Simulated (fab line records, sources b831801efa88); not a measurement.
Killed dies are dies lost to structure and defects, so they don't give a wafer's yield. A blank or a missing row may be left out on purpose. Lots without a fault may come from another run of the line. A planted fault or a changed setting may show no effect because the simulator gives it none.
Which tool did it? | flow sfq_line | 7 lots, 21 wafers sampled, at 2 steps of a route of 325

WHAT THE GAUGES READ, wafer by wafer
SFQ_M2_RS_MEAS_914: measures by four-point-probe.
lot  | measured     | on            | M2_NB_RS (ohm/sq)
L179 | day 26 01:55 | film_metro-03 | 0.907 0.901 0.886
L186 | day 29 04:45 | film_metro-03 | 0.810 0.797 0.801
L188 | day 29 23:53 | film_metro-04 | 0.893 0.903 0.883
L194 | day 32 05:22 | film_metro-03 | 0.895 0.905 0.907
L196 | day 37 02:08 | film_metro-03 | 0.902 0.880 0.874
L198 | day 40 01:04 | film_metro-03 | 0.895 0.902 0.889
L200 | day 41 03:26 | film_metro-03 | 0.898 0.905 0.905

WHICH TOOL RAN EACH LOT (tool, then ch and the chambers of the sampled wafers, then the start)
lot  | SFQ_TRILAYER_M2_DEP_SPUTTER_055
L179 | pvd_sputter-03, day 26 01:50
L186 | pvd_sputter-06, day 29 04:36
L188 | pvd_sputter-03, day 29 23:48
L194 | pvd_sputter-03, day 32 05:16
L196 | pvd_sputter-06, day 37 02:03
L198 | pvd_sputter-04, day 40 00:56
L200 | pvd_sputter-06, day 41 03:20
- SFQ_TRILAYER_M2_DEP_SPUTTER_055: material Nb, target thk 200 nm, time 133.3 s.

THE ANSWER, worked out from the rows above alone
Rule: what is usual is taken from the lots themselves. Put in order of their means at a reading, lots are off if they are a third of the lots or fewer, leave a main group of 4 or more, and stand apart from it by a gap of 3 or more times the standard deviation of the main group's means; of several such gaps the widest counts. A main group whose means are all the same, to the digits that the tables above print for the reading, isn't used. A lot without any number at a reading at which 4 lots or more have one is off too. The other lots that the step has rows for count as sound.
Off: L186, at SFQ_M2_RS_MEAS_914 (M2_NB_RS). The main group: mean 0.896 ohm/sq, standard deviation 0.0059.
A tool fits if, at a process step before that reading, it ran every lot that is off, and no sound lot after the first of them. The gauges at SFQ_M2_RS_MEAS_914 are tried like those tools. None of those tried fits.

WHAT THE SIMULATOR HAD PUT IN
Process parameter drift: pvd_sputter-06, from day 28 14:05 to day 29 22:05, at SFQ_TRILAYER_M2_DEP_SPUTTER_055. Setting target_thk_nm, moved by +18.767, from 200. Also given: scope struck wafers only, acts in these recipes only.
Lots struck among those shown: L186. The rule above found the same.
